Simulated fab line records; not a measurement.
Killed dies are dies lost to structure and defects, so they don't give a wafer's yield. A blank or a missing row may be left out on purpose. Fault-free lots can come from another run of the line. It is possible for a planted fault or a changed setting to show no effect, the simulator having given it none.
A single fault, viewed from 2 desks | flow sky130 | what lay behind the numbers comes last; until then each desk has only its own

## THE METROLOGY DESK
Means of the sampled wafers that have a number, per lot and without regard to the tool the lot ran on: this is what the gauges read. The brackets show how far a lot's mean lies from the usual mean; more than 4 standard deviations puts the lot out of limits, marked OUT.
Columns: A = CAPM_TIN_THK at SKY_CAPM_THK_MEAS_04, usual 201.4 nm; B = VIA3_OVL at SKY_VIA3_OVL_MEAS_13, usual -4 nm
lot  | first seen here | A     | B
L111 | day 36 12:29    | 198.5 | -6
L110 | day 36 12:44    | 202.6 | -3
L113 | day 37 06:10    | 200.3 | 4
L114 | day 37 17:28    | 198.5 | -7
L115 | day 37 20:04    | 202.6 | -8
L118 | day 38 15:01    | 197.7 | -15
L119 | day 39 04:47    | 203.4 | -4
L120 | day 39 12:27    | 200.0 | -7
L121 | day 39 20:23    | 201.7 | -3
L123 | day 40 03:11    | 200.1 | 9
L122 | day 40 15:44    | 203.4 | -12
L124 | day 40 19:12    | 199.4 | 0
Finding of this desk: none of the 12 lots has anything out of limits.

## DESK OF THE TOOL OWNER: cmp-02
The tool's own readings at SKY_VIA3_CMP_02 (polishes SiO2): means of the sampled wafers that have a number, for each lot that ran on this tool. The brackets show how far a lot's mean lies from the usual mean; more than 4 standard deviations puts the lot out of limits, marked OUT.
Columns: A = head pressure psi at SKY_VIA3_CMP_02, usual 4.001 psi; B = motor current A at SKY_VIA3_CMP_02, usual 11.9 A
lot  | first seen here | A     | B
L111 | day 38 18:13    | 4.009 | 12.0
L113 | day 39 09:50    | 4.006 | 11.8
L115 | day 40 00:37    | 3.994 | 11.9
L120 | day 41 15:32    | 4.000 | 12.0
L121 | day 41 23:12    | 4.005 | 11.0
L123 | day 42 05:05    | 3.990 | 10.9
L122 | day 42 16:34    | 4.005 | 11.2
L124 | day 42 20:19    | 3.993 | 12.2
Finding of this desk: none of the 8 lots has anything out of limits.

## PUT TOGETHER
From the metrology desk's view, nothing was out of limits.
The tool owner's desk saw nothing out of limits.

## WHAT HAD BEEN PUT IN BY THE SIMULATOR
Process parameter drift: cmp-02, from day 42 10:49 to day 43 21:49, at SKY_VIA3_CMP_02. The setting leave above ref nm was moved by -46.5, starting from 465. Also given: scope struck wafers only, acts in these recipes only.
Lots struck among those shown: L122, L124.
